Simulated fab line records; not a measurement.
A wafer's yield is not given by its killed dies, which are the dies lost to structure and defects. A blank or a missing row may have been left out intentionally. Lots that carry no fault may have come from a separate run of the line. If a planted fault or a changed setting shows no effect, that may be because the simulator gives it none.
Which of the tools did it?    flow gf180mcu    33 wafers from 11 lots sampled at 6 of the route's 602 steps

## WHAT THE GAUGES SHOWED, per wafer
GF_V3_RS_MEAS_24: measurement is done with a four-point probe. Usual: V3_W_RS 0.332 ohm/sq, standard deviation 0.0044.
lot   measured      on             V3_W_RS (ohm/sq)   flag
L362  day 22 02:27  film metro-02  0.332 0.326 0.334  
L364  day 23 00:41  film metro-02  0.329 0.329 0.329  
L369  day 25 05:26  film metro-03  0.331 0.305 0.331  
L368  day 25 20:55  film metro-01  0.329 0.331 0.306  
L377  day 27 19:08  film metro-03  0.330 0.334 0.332  
L378  day 28 01:16  film metro-02  0.334 0.333 0.333  
L380  day 28 13:47  film metro-03  0.340 0.332 0.338  
L381  day 28 17:19  film metro-01  0.330 0.333 0.328  
L383  day 29 08:34  film metro-02  0.334 0.334 0.336  
L384  day 29 12:14  film metro-02  0.330 0.324 0.328  
L385  day 30 03:31  film metro-01  0.324 0.326 0.325  

GF_V3_THK_MEAS_25: measures by xrf. Usual: V3_W_THK 347 nm, standard deviation 5.4.
lot   measured      on             V3_W_THK (nm)  flag
L362  day 22 02:33  film metro-02  342 347 340    
L364  day 23 00:49  film metro-02  349 352 350    
L369  day 25 05:34  film metro-03  347 377 349    
L368  day 25 21:01  film metro-01  349 346 376    
L377  day 27 19:15  film metro-03  350 345 348    
L378  day 28 01:22  film metro-02  345 346 347    
L380  day 28 13:55  film metro-03  342 351 343    
L381  day 28 17:26  film metro-01  341 340 346    
L383  day 29 08:40  film metro-02  346 347 344    
L384  day 29 12:22  film metro-02  349 355 352    
L385  day 30 03:38  film metro-01  360 356 358    

GF_M4_RS_MEAS_05: measurement is done with a four-point probe. Usual: M4_ALCU_RS 0.0697 ohm/sq, standard deviation 0.00072.
lot   measured      on             M4_ALCU_RS (ohm/sq)   flag
L362  day 22 03:09  film metro-01  0.0710 0.0707 0.0700  
L364  day 23 01:23  film metro-03  0.0708 0.0703 0.0703  
L369  day 25 06:08  film metro-03  0.0688 0.0691 0.0696  
L368  day 25 21:37  film metro-04  0.0696 0.0697 0.0693  
L377  day 27 19:50  film metro-03  0.0696 0.0692 0.0701  
L378  day 28 01:58  film metro-01  0.0694 0.0685 0.0696  
L380  day 28 14:34  film metro-04  0.0696 0.0690 0.0686  
L381  day 28 18:08  film metro-04  0.0686 0.0700 0.0688  
L383  day 29 09:16  film metro-01  0.0705 0.0705 0.0694  
L384  day 29 12:56  film metro-01  0.0687 0.0685 0.0684  
L385  day 30 04:13  film metro-01  0.0696 0.0685 0.0700  

## WHAT TOOL EACH LOT RAN ON (gives the tool, then ch and the chambers of the sampled wafers, and finally the start)
lot   GF_M3_METAL_ETCH_16                GF_V3_CVD_23                   GF_M4_SPUTTER_01
L362  rie metal-04 ch 0,1, day 21 00:06  cvd w-02 ch 0,1, day 22 02:20  pvd sputter-04, day 22 02:59
L364  rie metal-01 ch 0,1, day 21 23:04  cvd w-01 ch 0,1, day 23 00:35  pvd sputter-02, day 23 01:16
L369  rie metal-01 ch 0,1, day 24 05:43  cvd w-01 ch 0,1, day 25 05:20  pvd sputter-02, day 25 06:01
L368  rie metal-01 ch 0,1, day 24 21:52  cvd w-01 ch 0,1, day 25 20:47  pvd sputter-04, day 25 21:28
L377  rie metal-04 ch 0,1, day 26 20:55  cvd w-02 ch 0,1, day 27 19:01  pvd sputter-02, day 27 19:43
L378  rie metal-01 ch 1, day 27 02:22    cvd w-02 ch 0,1, day 28 01:08  pvd sputter-03, day 28 01:49
L380  rie metal-01 ch 0,1, day 27 16:03  cvd w-01 ch 0,1, day 28 13:41  pvd sputter-04, day 28 14:27
L381  rie metal-01 ch 0,1, day 27 19:43  cvd w-01 ch 0,1, day 28 17:12  pvd sputter-03, day 28 18:01
L383  rie metal-01 ch 0,1, day 28 10:39  cvd w-01 ch 0,1, day 29 08:26  pvd sputter-02, day 29 09:06
L384  rie metal-01 ch 1, day 28 14:17    cvd w-02 ch 1, day 29 12:08    pvd sputter-02, day 29 12:49
L385  rie metal-03 ch 0,1, day 29 06:03  cvd w-02 ch 0,1, day 30 03:24  pvd sputter-03, day 30 04:06
- GF_M3_METAL_ETCH_16: etches the open film in Cl2/BCl3, stops on SiO2, target depth 750.8 nm, time 125.1 s.
- GF_V3_CVD_23: deposits W, target thk 350 nm, time 104.9 s.
- GF_M4_SPUTTER_01: material TiN, target thk 30 nm, time 25 s.

## WHAT THE TOOLS THEMSELVES READ (means of the sampled wafers that have a number; where no wafer has one, the mark that the record gives instead)
GF_M3_METAL_ETCH_16. Usual: drypump motor current A 5.7 A, standard deviation 0.61; oes product au 0.988 a.u., standard deviation 0.006; throttle valve pct 28.233 %, standard deviation 0.011.
lot   tool          drypump motor current A (A)  oes product au (a.u.)  throttle valve pct (%)  flag
L362  rie metal-04  6.1                          0.990                  28.239                  
L364  rie metal-01  5.6                          0.992                  28.231                  
L369  rie metal-01  5.2                          0.984                  28.230                  
L368  rie metal-01  5.6                          0.985                  28.228                  
L377  rie metal-04  5.8                          0.986                  28.234                  
L378  rie metal-01  4.7                          0.985                  28.242                  
L380  rie metal-01  5.2                          0.991                  28.232                  
L381  rie metal-01  5.6                          0.988                  28.230                  
L383  rie metal-01  5.6                          0.994                  28.217                  
L384  rie metal-01  4.7                          0.985                  28.242                  
L385  rie metal-03  6.1                          0.986                  28.231                  

GF_V3_CVD_23. Usual: heater power w 891 W, standard deviation 36.
lot   tool      heater power w (W)  flag
L362  cvd w-02  897                 
L364  cvd w-01  865                 
L369  cvd w-01  892                 
L368  cvd w-01  896                 
L377  cvd w-02  912                 
L378  cvd w-02  883                 
L380  cvd w-01  875                 
L381  cvd w-01  895                 
L383  cvd w-01  912                 
L384  cvd w-02  907                 
L385  cvd w-02  903                 

GF_M4_SPUTTER_01. Usual: throttle valve pct 30.3 %, standard deviation 1.2.
lot   tool            throttle valve pct (%)  flag
L362  pvd sputter-04  28.4                    
L364  pvd sputter-02  29.7                    
L369  pvd sputter-02  30.0                    
L368  pvd sputter-04  30.3                    
L377  pvd sputter-02  30.2                    
L378  pvd sputter-03  30.4                    
L380  pvd sputter-04  30.9                    
L381  pvd sputter-03  30.6                    
L383  pvd sputter-02  30.3                    
L384  pvd sputter-02  30.2                    
L385  pvd sputter-03  30.4                    

## THE ANSWER, worked out from the rows above alone
Rule: a lot counts as off when the mean over its wafers that have a number is more than 3 standard deviations away from the usual mean. A lot without any number at a reading at which 4 lots or more have one is off too. Where the step has rows for the other lots, those lots are counted as sound. The gauges are gone through in route order, then the tools' own readings, and for those a lot's mean is taken as printed above. The first step at which some lot is off is used, and at that step the reading that is off furthest; a lot without a number counts as furthest.
Nothing can be told from this: no lot is off at any reading shown.

## WHAT HAD BEEN PUT IN BY THE SIMULATOR
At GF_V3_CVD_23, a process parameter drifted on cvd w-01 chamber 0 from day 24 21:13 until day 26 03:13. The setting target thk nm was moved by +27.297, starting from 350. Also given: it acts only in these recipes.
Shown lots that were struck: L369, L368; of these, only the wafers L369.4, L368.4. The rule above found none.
